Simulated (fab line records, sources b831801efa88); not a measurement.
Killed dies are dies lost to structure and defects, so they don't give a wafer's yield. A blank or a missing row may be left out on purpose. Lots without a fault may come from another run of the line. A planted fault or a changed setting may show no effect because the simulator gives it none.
Which tool did it? | flow sky130 | 11 lots, 33 wafers sampled, at 5 steps of a route of 708

WHAT THE GAUGES READ, wafer by wafer
SKY_LI_CONTACT_RS_MEAS_22: measures by four-point-probe.
lot  | measured     | on            | LI_CONTACT_W_RS (ohm/sq)
L606 | day 30 09:29 | film_metro-04 | 0.2802 0.2783 0.2815
L611 | day 30 10:26 | film_metro-04 | 0.2871 0.2831 0.2798
L609 | day 30 10:55 | film_metro-02 | 0.2781 0.2864 0.2819
L612 | day 30 11:55 | film_metro-02 | 0.2804 0.2787 0.2834
L610 | day 30 11:56 | film_metro-04 | 0.2812 0.2849 0.2860
L614 | day 31 20:51 | film_metro-02 | 0.2815 0.2833 0.2863
L616 | day 32 07:44 | film_metro-03 | 0.2812 0.2855 0.2837
L627 | day 37 04:41 | film_metro-04 | 0.2855 0.2848 0.2878
L623 | day 37 04:59 | film_metro-02 | 0.2902 0.2856 0.2861
L626 | day 37 06:45 | film_metro-02 | 0.2873 0.2860 0.2872
L628 | day 37 07:36 | film_metro-04 | 0.2866 0.2819 0.2852

SKY_CONTACT_THK_MEAS_03.
lot  | measured     | on            | CONTACT_HDPCVD_THK (nm)
L606 | day 31 16:19 | film_metro-02 | 570 564 559
L611 | day 31 16:47 | film_metro-02 | 563 570 564
L609 | day 31 16:50 | film_metro-01 | 564 567 568
L612 | day 31 17:27 | film_metro-02 | 568 569 559
L610 | day 31 17:07 | film_metro-01 | 569 560 567
L614 | day 33 01:51 | film_metro-02 | 562 570 561
L616 | day 33 11:16 | film_metro-04 | 562 566 565
L627 | day 38 06:31 | film_metro-02 | 558 567 563
L623 | day 38 06:45 | film_metro-04 | 568 571 579
L626 | day 38 08:38 | film_metro-04 | 684 564 690
L628 | day 38 09:58 | film_metro-04 | 561 565 683

WHICH TOOL RAN EACH LOT (tool, then ch and the chambers of the sampled wafers, then the start)
lot  | SKY_LOCAL_INTERCONNECT_STRIP_15      | SKY_CONTACT_CVD_00              | SKY_CONTACT_HDPCVD_02
L606 | plasma_asher-01 ch 0,1, day 31 15:33 | pecvd-01 ch 0,1, day 31 16:08   | hdpcvd-02 ch 0,1,2, day 31 16:14
L611 | plasma_asher-02 ch 0,1, day 31 15:54 | pecvd-04 ch 1,2, day 31 16:35   | hdpcvd-01 ch 2, day 31 16:40
L609 | plasma_asher-01 ch 0,1, day 31 15:58 | pecvd-03 ch 0,1,2, day 31 16:38 | hdpcvd-02 ch 1,2, day 31 16:44
L612 | plasma_asher-01 ch 0,1, day 31 16:36 | pecvd-03 ch 0,2, day 31 17:11   | hdpcvd-01 ch 1, day 31 17:21
L610 | plasma_asher-01 ch 0,1, day 31 16:17 | pecvd-04 ch 0,1,2, day 31 16:54 | hdpcvd-02 ch 0,1,2, day 31 17:03
L614 | plasma_asher-02 ch 0,1, day 33 01:03 | pecvd-01 ch 0,2, day 33 01:40   | hdpcvd-01 ch 0,1,2, day 33 01:46
L616 | plasma_asher-02 ch 0,1, day 33 10:29 | pecvd-03 ch 0,1,2, day 33 11:04 | hdpcvd-01 ch 1,2, day 33 11:10
L627 | plasma_asher-01 ch 0,1, day 38 05:43 | pecvd-01 ch 1,2, day 38 06:20   | hdpcvd-01 ch 0,1, day 38 06:26
L623 | plasma_asher-02 ch 0,1, day 38 05:53 | pecvd-04 ch 0,1,2, day 38 06:34 | hdpcvd-02 ch 0,1,2, day 38 06:41
L626 | plasma_asher-02 ch 0,1, day 38 07:48 | pecvd-01 ch 0,1,2, day 38 08:28 | hdpcvd-02 ch 0,1, day 38 08:33
L628 | plasma_asher-01 ch 0,1, day 38 09:06 | pecvd-03 ch 1,2, day 38 09:47   | hdpcvd-02 ch 0,2, day 38 09:53
- SKY_LOCAL_INTERCONNECT_STRIP_15: strips in O2/N2.
- SKY_CONTACT_CVD_00: deposits Si3N4, target thk 75 nm.
- SKY_CONTACT_HDPCVD_02: deposits SiO2, target thk 565 nm, time 94.2 s.

WHAT THE TOOLS THEMSELVES READ (means of the sampled wafers that have a number; where no wafer has one, the mark that the record gives instead)
SKY_LOCAL_INTERCONNECT_STRIP_15.
lot  | tool            | chamber_pressure_mTorr (mTorr) | drypump_motor_current_A (A) | oes_product_au (a.u.) | strip_time_to_endpoint_s (s)
L606 | plasma_asher-01 | 1500.3                         | 5.5                         | 0.426                 | 4.726
L611 | plasma_asher-02 | 1500.6                         | 5.4                         | 0.426                 | 4.729
L609 | plasma_asher-01 | 1499.3                         | 5.1                         | 0.425                 | 4.689
L612 | plasma_asher-01 | 1500.3                         | 5.5                         | 0.428                 | 4.716
L610 | plasma_asher-01 | 1501.0                         | 5.2                         | 0.426                 | 4.735
L614 | plasma_asher-02 | 1500.3                         | 5.4                         | 0.427                 | 4.766
L616 | plasma_asher-02 | 1500.0                         | 5.4                         | 0.427                 | 4.722
L627 | plasma_asher-01 | 1499.1                         | 5.5                         | 0.421                 | 4.714
L623 | plasma_asher-02 | 1500.0                         | 5.4                         | 0.425                 | 4.709
L626 | plasma_asher-02 | 1498.8                         | 5.5                         | 0.425                 | 4.724
L628 | plasma_asher-01 | 1499.8                         | 5.1                         | 0.429                 | 4.728

SKY_CONTACT_CVD_00.
lot  | tool     | heater_power_w (W)
L606 | pecvd-01 | 647
L611 | pecvd-04 | 786
L609 | pecvd-03 | 696
L612 | pecvd-03 | 692
L610 | pecvd-04 | 808
L614 | pecvd-01 | 798
L616 | pecvd-03 | 704
L627 | pecvd-01 | 587
L623 | pecvd-04 | 861
L626 | pecvd-01 | 649
L628 | pecvd-03 | 640

SKY_CONTACT_HDPCVD_02.
lot  | tool      | sih4_flow_sccm (sccm)
L606 | hdpcvd-02 | 59.86
L611 | hdpcvd-01 | 60.04
L609 | hdpcvd-02 | 59.99
L612 | hdpcvd-01 | 60.31
L610 | hdpcvd-02 | 60.13
L614 | hdpcvd-01 | 60.03
L616 | hdpcvd-01 | 60.00
L627 | hdpcvd-01 | 60.08
L623 | hdpcvd-02 | 60.06
L626 | hdpcvd-02 | 67.94
L628 | hdpcvd-02 | 64.08

THE ANSWER, worked out from the rows above alone
Rule: what is usual is taken from the lots themselves. Put in order of their means at a reading, lots are off if they are a third of the lots or fewer, leave a main group of 4 or more, and stand apart from it by a gap of 3 or more times the standard deviation of the main group's means; of several such gaps the widest counts. A main group whose means are all the same, to the digits that the tables above print for the reading, isn't used. A lot without any number at a reading at which 4 lots or more have one is off too. The other lots that the step has rows for count as sound. The gauges are gone through in route order, then the tools' own readings, and for those a lot's mean is taken as printed above. The first step at which some lot is off is used, and at that step the reading that is off furthest; a lot without a number counts as furthest.
Off: L626, L628, at SKY_CONTACT_THK_MEAS_03 (CONTACT_HDPCVD_THK). The main group: mean 566 nm, standard deviation 2.7.
A tool fits if, at a process step before that reading, it ran every lot that is off, and no sound lot after the first of them. The gauges at SKY_CONTACT_THK_MEAS_03 aren't tried: what is off there is off at SKY_CONTACT_HDPCVD_02 too, on other tools, and a gauge's error can't cause that. One fits: hdpcvd-02 at SKY_CONTACT_HDPCVD_02. Its last sound lot is L623 (day 38 06:41), its first lot that is off L626 (day 38 08:33): a fault that began between those two fits.
The tool's own readings at SKY_CONTACT_HDPCVD_02 bear it out: on the lots that are off they differ by more than 5 times the standard deviation of the sound lots' means. sih4_flow_sccm reads 66.01 sccm there against 60.06 sccm on the sound lots.

WHAT THE SIMULATOR HAD PUT IN
Process parameter drift: hdpcvd-02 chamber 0, from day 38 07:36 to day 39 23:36, at SKY_CONTACT_HDPCVD_02. Setting sih4_flow_sccm, moved by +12, from 60. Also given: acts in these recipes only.
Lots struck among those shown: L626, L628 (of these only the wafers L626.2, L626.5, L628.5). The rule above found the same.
